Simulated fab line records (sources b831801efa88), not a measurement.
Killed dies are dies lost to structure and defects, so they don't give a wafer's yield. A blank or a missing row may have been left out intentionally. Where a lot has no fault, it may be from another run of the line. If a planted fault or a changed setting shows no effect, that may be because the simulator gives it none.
Lot-split experiment | flow sky130 | route with 708 steps; 5 lots, 23 wafers read

== ABOUT THE SPLIT ==
At SKY_LDD_HVP_SOFTBAKE_03 (time 60 s), the setting temp_c was moved away from the recipe's 90 C on 11 of the 23 wafers read, by -3.6% to -1.3%. For the rest of the wafers, this setting stayed at what the recipe calls for.

== FROM THE SPLIT TO THE READING: what the file shows between them, 2 steps ==
- SKY_LDD_HVP_EXPOSE_04: exposes mask HVPTM, target cd 700 nm
- SKY_LDD_HVP_PEB_05

== THE READING ==
NOVOLAK_of_LDD_HVP_COAT_02.thk_nm (the simulator's own value, which no gauge read), in nm, at SKY_LDD_HVP_DEVELOP_06 (develop time 60 s). There is no usual value for it anywhere in the file. The 12 wafers here that ran the recipe average 300.1 nm, standard deviation 0.81 nm.

wafer  | tool, chamber at the split | temp_c as run, C | against the recipe | NOVOLAK_of_LDD_HVP_COAT_02.thk_nm, nm | against lot-mates on the recipe
L077.2 | litho_track-04, 0          | 90               | recipe             | 299.9                                 | -
L077.3 | litho_track-04, 0          | 90               | recipe             | 299                                   | -
L077.5 | litho_track-04, 0          | 90               | recipe             | 299.3                                 | -
L080.1 | litho_track-01, 0          | 88.85            | -1.3%              | 301.3                                 | +1.7
L080.2 | litho_track-01, 0          | 88.85            | -1.3%              | 300.7                                 | +1.1
L080.3 | litho_track-01, 0          | 88.85            | -1.3%              | 300.5                                 | +0.9
L080.5 | litho_track-01, 0          | 90               | recipe             | 299.4                                 | -
L080.6 | litho_track-01, 0          | 90               | recipe             | 299.8                                 | -
L081.1 | litho_track-02, 0          | 88.8             | -1.3%              | 301.6                                 | +0.2
L081.2 | litho_track-02, 0          | 88.8             | -1.3%              | 302                                   | +0.6
L081.3 | litho_track-02, 0          | 90               | recipe             | 301.1                                 | -
L081.4 | litho_track-02, 0          | 90               | recipe             | 301.7                                 | -
L081.5 | litho_track-02, 0          | 88.8             | -1.3%              | 301.5                                 | +0.1
L082.2 | litho_track-02, 0          | 90               | recipe             | 300.3                                 | -
L082.3 | litho_track-02, 0          | 86.74            | -3.6%              | 302.7                                 | +2.2
L082.4 | litho_track-02, 0          | 90               | recipe             | 300.5                                 | -
L082.5 | litho_track-02, 0          | 86.74            | -3.6%              | 303                                   | +2.5
L082.6 | litho_track-02, 0          | 90               | recipe             | 300.6                                 | -
L084.1 | litho_track-01, 0          | 90               | recipe             | 298.9                                 | -
L084.2 | litho_track-01, 0          | 88.46            | -1.7%              | 300.9                                 | +1.4
L084.4 | litho_track-01, 0          | 90               | recipe             | 300.1                                 | -
L084.5 | litho_track-01, 0          | 88.46            | -1.7%              | 301.5                                 | +2.0
L084.6 | litho_track-01, 0          | 88.46            | -1.7%              | 300.6                                 | +1.1

THE FIT
A straight line over all 23 wafers: NOVOLAK_of_LDD_HVP_COAT_02.thk_nm changes by -0.761 nm for each +1% of temp_c; r = -0.78; the points scatter about the line by 0.71 nm.
The same after taking each lot's own level away (the mean of its wafers on the recipe; 23 wafers): -0.68 nm for each +1%; r = -0.87; scatter 0.45 nm.
Per that fit: largest temp_c move, reading shift of 2.5 nm.
The span of the lots' own levels, 299.40 to 301.40 nm, comes to 2.5 times the standard deviation stated above.
So the lot-to-lot level blurs the effect unless lot-mates are compared.
Check: with one of the wafers moved furthest among these (-3.6%) left out of the fit, the line predicts +2.58 nm for it against its lot-mates. It came out at +2.23 nm against them.

== OTHER SPLITS ON THESE WAFERS ==
Other splits were also applied to these wafers ahead of the reading. Each is held against what the fit with the lots' levels taken away leaves over:
other split on the same wafers             | wafers away from the commonest value | r with NOVOLAK_of_LDD_HVP_COAT_02.thk_nm (lot level and that fit taken away)
SKY_VT_ADJUST_HVTR_IMPLANT_09 dose_cm2     | 5                                    | -0.29
SKY_VT_ADJUST_PCH_IMPLANT_08 energy_kev    | 10                                   | -0.29
SKY_SONOS_TUNNEL_DEVELOP_06 develop_time_s | 9                                    | +0.12
SKY_SONOS_ONO_OXIDATION_00 temp_c          | 18                                   | -0.45
SKY_RES_PROTECT_COAT_02 spin_rpm           | 10                                   | -0.06
SKY_POLY_GATE_CVD_03 pressure_mtorr        | 15                                   | -0.04
SKY_POLY_GATE_SOFTBAKE_09 temp_c           | 5                                    | -0.05
SKY_LDD_N_IMPLANT_13 energy_kev            | 10                                   | +0.29
SKY_LDD_P_EXPOSE_04 dose_mj                | 4                                    | -0.02
SKY_LDD_P_IMPLANT_09 dose_cm2              | 8                                    | -0.10

== THE FILE'S OWN FIT ==
NOVOLAK_of_LDD_HVP_COAT_02.thk_nm changes by -0.683 nm for each +1% of temp_c, r = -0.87.
